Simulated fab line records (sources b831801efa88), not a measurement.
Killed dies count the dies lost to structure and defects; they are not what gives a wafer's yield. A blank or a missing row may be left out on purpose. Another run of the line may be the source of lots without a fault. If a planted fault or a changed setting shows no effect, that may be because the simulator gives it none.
One fault seen from 2 desks ; flow sky130 ; what lay behind the numbers comes last; until then each desk has only its own

FROM THE METROLOGY DESK
Lot by lot, what the gauges showed, no matter which tool ran the lot: averages of those sampled wafers that carry a number. A lot is out of limits, marked OUT, if its mean lies more than 4 standard deviations from the usual mean; the brackets give that distance.
Columns: A = DNWELL_TW at SKY_DNWELL_TW_MEAS_09, usual 1122; B = cd nm at SKY_VT_ADJUST_HVTR_CD_MEAS_07, usual 379.3 nm; C = POLY_GATE_CVD_00_THK at SKY_POLY_GATE_THK_MEAS_01, usual 179.1 nm
lot;first seen here;A;B;C
L567;day 3 12:21;1119;383.3;181.3
L571;day 4 07:17;1140;378.5;180.1
L575;day 5 04:02;1122;380.9;156.7 (-14) OUT
L576;day 5 11:32;1102;380.0;157.3 (-14) OUT
L577;day 5 13:48;1122;380.8;154.8 (-15) OUT
L584;day 7 04:09;1121;378.4;177.4
L586;day 7 21:23;1118;377.7;178.8
L587;day 8 02:44;1124;377.8;176.9
L588;day 8 03:41;1126;373.1;178.7
L589;day 8 08:35;1119;376.9;178.7
This desk finds L575, L576, L577 out of limits, with the earliest case on L575 at day 16 22:36 (POLY_GATE_CVD_00_THK at SKY_POLY_GATE_THK_MEAS_01). In limits: L567, L571, L584, L586, L587, L588, L589.

AT THE TOOL OWNER'S DESK: lpcvd-01
The tool's own readings at SKY_POLY_GATE_CVD_00 (deposits poly-Si, target thk 180 nm, time 720 s): means of the sampled wafers that have a number, for each lot that ran on this tool. A lot is out of limits, marked OUT, if its mean lies more than 4 standard deviations from the usual mean; the brackets give that distance.
Columns: A = spike tc bottom C at SKY_POLY_GATE_CVD_00, usual 639.4 C; B = spike tc centre C at SKY_POLY_GATE_CVD_00, usual 621.9 C; C = spike tc lower C at SKY_POLY_GATE_CVD_00, usual 621.7 C; D = spike tc top C at SKY_POLY_GATE_CVD_00, usual 636.3 C; E = spike tc upper C at SKY_POLY_GATE_CVD_00, usual 620.7 C
lot;first seen here;A;B;C;D;E
L567;day 14 07:58;639.4;621.4;620.9;635.0;621.1
L571;day 15 09:02;640.7;620.1;621.4;635.1;621.3
L575;day 16 21:23;633.4 (-5.5) OUT;614.8 (-5.5) OUT;615.8 (-5.3) OUT;629.0 (-4.3) OUT;616.6
L576;day 17 08:30;633.2 (-5.6) OUT;616.9;615.0 (-6.1) OUT;631.2;613.8 (-4.3) OUT
L577;day 17 16:04;632.4 (-6.4) OUT;616.3 (-4.3) OUT;615.6 (-5.5) OUT;632.6;613.2 (-4.7) OUT
L584;day 20 07:34;639.1;622.0;621.5;637.5;619.6
L586;day 21 03:56;639.4;620.9;621.8;635.6;621.5
L587;day 21 10:56;639.9;621.8;621.5;635.2;621.9
L588;day 21 13:47;638.5;623.2;622.0;638.0;619.1
L589;day 21 19:01;640.1;621.2;621.7;634.7;621.1
Finding of this desk: L575, L576, L577 out of limits; the first was L575 at day 16 21:23, on spike tc bottom C at SKY_POLY_GATE_CVD_00. In limits: L567, L571, L584, L586, L587, L588, L589.

ALL TOGETHER
An alarm could have come from the tool owner's desk at day 16 21:23, on L575, L576, L577.
The metrology desk could have raised an alarm at day 16 22:36, on L575, L576, L577.
On lpcvd-01, each named lot ran SKY_POLY_GATE_CVD_00.

WHAT THE SIMULATOR HAD PUT IN
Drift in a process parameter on lpcvd-01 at SKY_POLY_GATE_CVD_00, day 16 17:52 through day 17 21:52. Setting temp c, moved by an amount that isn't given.
Struck lots among those shown: L575, L576, L577.
Fault start to first reading out of limits, in hours, per desk: tool owner, 4; metrology, 5.
